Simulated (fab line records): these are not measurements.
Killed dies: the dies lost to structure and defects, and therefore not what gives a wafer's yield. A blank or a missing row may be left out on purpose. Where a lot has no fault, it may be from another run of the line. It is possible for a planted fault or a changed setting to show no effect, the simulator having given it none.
Which tool was responsible? :: flow sky130 :: at 1 step of a route of 708, 6 lots with 18 wafers sampled

== WHAT THE GAUGES READ, wafer by wafer ==
SKY_VIA1_OVL_MEAS_13.
lot: L703
measured: day 34 21:52
on: overlay-01
VIA1_OVL (nm): -1 -4 -6

lot: L706
measured: day 35 22:30
on: overlay-01
VIA1_OVL (nm): -2 0 1

lot: L709
measured: day 37 04:31
on: overlay-02
VIA1_OVL (nm): -3 0 -3

lot: L711
measured: day 38 02:28
on: overlay-02
VIA1_OVL (nm): 2 -3 7

lot: L713
measured: day 38 13:12
on: overlay-01
VIA1_OVL (nm): -1 6 3

lot: L719
measured: day 39 20:30
on: overlay-02
VIA1_OVL (nm): -1 0 1

== TOOL THAT RAN EACH LOT (tool first, then ch and the chambers of the sampled wafers, then the start) ==
The record shows no process step preceding these readings.

== THE ANSWER, worked out from the rows above alone ==
Rule: the usual values come from the lots themselves. The widest of any qualifying gaps counts: lots, ordered by their means at a reading, are off when they make up no more than a third of the lots, leave a main group of 4 or more, and stand apart from it by 3 or more times the standard deviation of that group's means. The tables above print the reading to a certain number of digits; a main group whose means all agree to those digits is not used. Also off: a lot with no number at a reading for which 4 or more lots have one. Where the step has rows for the other lots, those lots are counted as sound.
Across all readings shown, no lot is off: no conclusion can be drawn from this.

== WHAT THE SIMULATOR PUT IN ==
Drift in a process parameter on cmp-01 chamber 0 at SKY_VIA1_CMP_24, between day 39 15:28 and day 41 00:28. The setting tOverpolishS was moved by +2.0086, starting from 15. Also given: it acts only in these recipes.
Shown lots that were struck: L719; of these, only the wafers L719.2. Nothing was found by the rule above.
